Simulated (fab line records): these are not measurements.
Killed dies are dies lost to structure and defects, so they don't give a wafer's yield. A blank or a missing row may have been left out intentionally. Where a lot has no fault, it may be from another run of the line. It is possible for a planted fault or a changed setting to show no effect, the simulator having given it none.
Comparing a struck lot with a sound one :: flow sfqLine :: 26 out of 325 route steps
Sound: these wafers, L264.3, L264.5, L264.6. Wafers L270.2, L270.5, L270.6 were the ones struck. At the end, the cause is stated.
For every step that has rows: the tool of each side, followed by ch and its chambers, followed by its first start. Under that, the readings that differ: sound wafers :: struck wafers :: difference of the means :: sigmas: that difference in standard deviations of wafers without a fault.
alike: words and numbers the same on both sides, and readings whose means are apart by under 2 such deviations; not compared: readings that were withheld, readings missing a value for some wafer, numbers with overlapping values and no deviation given by the record, and bounds like >300 which may hide the same value.
A row with sigmas, a row that says differs or no value, or rows on one side alone: a step with any of these is where the two part. Non-overlapping numbers with no deviation appear without sigmas and do not part them. A reading that every wafer of one side lacks parts them only if that side has two wafers or more.

SFQ_L0_RS_MEAS_901: a four-point-probe measurement.
  sound: filmMetro-01 at day 1 22:36; struck: filmMetro-01 at day 3 04:35
  alike: L0_MONX_KI_RS
SFQ_L0_THK_MEAS_902: measures by xrf.
  sound: filmMetro-01 at day 1 22:42; struck: filmMetro-01 at day 3 04:41
  alike: L0_MONX_KI_THK
then, 6 steps without rows for these wafers: SFQ_TRILAYER_L0_LITHO_COAT_010 (resist thk 62 nm); SFQ_TRILAYER_L0_LITHO_COAT_005 (resist thk 600 nm); SFQ_TRILAYER_L0_LITHO_SOFTBAKE_009; SFQ_TRILAYER_L0_LITHO_EXPOSE_006 (exposes mask L0, target cd 2000 nm); SFQ_TRILAYER_L0_LITHO_PEB_008 (peb time 60 s); SFQ_TRILAYER_L0_LITHO_DEVELOP_007 (time 60 s).
-- the record jumps here: 3 days lie between the struck wafers' starts before and after --
SFQ_TRILAYER_L0_BARC_OPEN_METAL_ETCH_010: etches BARC in O2, target depth 125 nm, time 41.7 s.
  sound on rieMetal-02 ch 0,1, day 4 16:07; struck on rieMetal-04 ch 0,1, day 5 18:08
  alike: drypumpMotorCurrentA, oesProductAu
  not compared: rfHoursCounterH
SFQ_TRILAYER_L0_ETCH_METAL_ETCH_008: etches MoNx KI in SF6/O2, stops on SiO2, target depth 50 nm, time 25 s.
  sound on rieMetal-02 ch 0,1, day 4 16:11; struck on rieMetal-04 ch 0,1, day 5 18:12
  alike: drypumpMotorCurrentA, oesProductAu
  not compared: rfHoursCounterH
SFQ_TRILAYER_L0_STRIP_STRIP_009: strips in O2.
  sound on rieMetal-02 ch 0,1, day 4 16:25; struck on rieMetal-04 ch 0,1, day 5 18:15
  alike: drypumpMotorCurrentA, oesProductAu
  not compared: rfHoursCounterH
then, 1 step without rows for these wafers: SFQ_TRILAYER_L0_STRIP_SOLV_CLEAN_010 (cleans in NMP, time 600 s).
SFQ_TRILAYER_L0_CAP_PECVD_011: deposits SiO2 from SiH4/N2O, time 13.333 s, target thk 60 nm.
  sound on pecvd-01 ch 0,2, day 4 16:59; struck on pecvd-03 ch 0,1, day 5 19:01
reading: model.SiO2_of_TRILAYER_L0_CAP_PECVD_011.thkNm (nm)
sound: 59.42 60.27 60.57
struck: 55.77 57.31 56.53
difference: -3.55
sigmas: 
  alike: heaterPowerW, susceptorTempC, throttleValvePct
then, 6 steps without rows for these wafers: SFQ_TRILAYER_L0_VIA_LITHO_COAT_018 (resist thk 62 nm); SFQ_TRILAYER_L0_VIA_LITHO_COAT_013 (resist thk 650 nm); SFQ_TRILAYER_L0_VIA_LITHO_SOFTBAKE_017; SFQ_TRILAYER_L0_VIA_LITHO_EXPOSE_014 (exposes mask L0V, target cd 700 nm); SFQ_TRILAYER_L0_VIA_LITHO_PEB_016 (peb time 60 s); SFQ_TRILAYER_L0_VIA_LITHO_DEVELOP_015 (time 60 s).
-- the record jumps here: 4 days lie between the struck wafers' starts before and after --
SFQ_L0V_OVL_MEAS_903:
  sound: overlay-01 at day 7 13:13; struck: overlay-01 at day 9 08:51
  alike: L0V_OVL
SFQ_TRILAYER_L0_VIA_BARC_OPEN_VIA_ETCH_021: etches BARC in O2, target depth 125 nm, time 41.7 s.
  sound on rieDiel-04 ch 0,1, day 7 13:14; struck on rieDiel-03 ch 0,1, day 9 08:53
  alike: drypumpMotorCurrentA, oesProductAu
  not compared: rfHoursCounterH
SFQ_TRILAYER_L0_VIA_ETCH_VIA_ETCH_016: etches SiO2 in CHF3, stops on MoNx KI, target depth 80 nm.
  sound on rieDiel-04 ch 0,1, day 7 13:17; struck on rieDiel-03 ch 0,1, day 9 08:55
reading: drypumpMotorCurrentA (A)
sound: 6.0 5.8 6.0
struck: 4.8 5.9 4.8
difference: -0.8
sigmas: -2

reading: oesProductAu (a.u.)
sound: 0.834 0.850 0.850
struck: 0.804 0.823 0.820
difference: -0.029
sigmas: -3

reading: model.L0V.featureDepthNm (nm)
sound: 59.42 60.27 60.57
struck: 55.77 57.31 56.53
difference: -3.55
sigmas: 

reading: model.etch.depthNm (nm)
sound: 59.42 60.27 60.57
struck: 55.77 57.31 56.53
difference: -3.55
sigmas: 
then, 2 steps without rows for these wafers: SFQ_TRILAYER_L0_VIA_STRIP_STRIP_017 (strips in O2); SFQ_TRILAYER_L0_VIA_STRIP_SOLV_CLEAN_018 (cleans in NMP, time 600 s).
SFQ_TRILAYER_M0_DEP_PRE_CLEAN_020: time 15 s.
  sound: pvdSputter-06 at day 7 14:06; struck: pvdSputter-06 at day 9 10:20
reading: model.SiO2_of_TRILAYER_L0_CAP_PECVD_011.thkNm (nm)
sound: 54.42 55.27 55.57
struck: 50.77 52.31 51.53
difference: -3.55
sigmas: 
SFQ_TRILAYER_M0_DEP_SPUTTER_019: material Nb, target thk 200 nm, time 133.3 s.
  sound: pvdSputter-06 at day 7 14:08; struck: pvdSputter-06 at day 9 10:22
  alike: cathodeDcPowerW, chamberPressurePa, throttleValvePct

WHERE THEY PART
Only at SFQ_TRILAYER_L0_VIA_ETCH_VIA_ETCH_016, within this record. Later steps at which nothing parts them and some readings are alike: SFQ_TRILAYER_M0_DEP_SPUTTER_019.

WHY: the cause the simulator had injected
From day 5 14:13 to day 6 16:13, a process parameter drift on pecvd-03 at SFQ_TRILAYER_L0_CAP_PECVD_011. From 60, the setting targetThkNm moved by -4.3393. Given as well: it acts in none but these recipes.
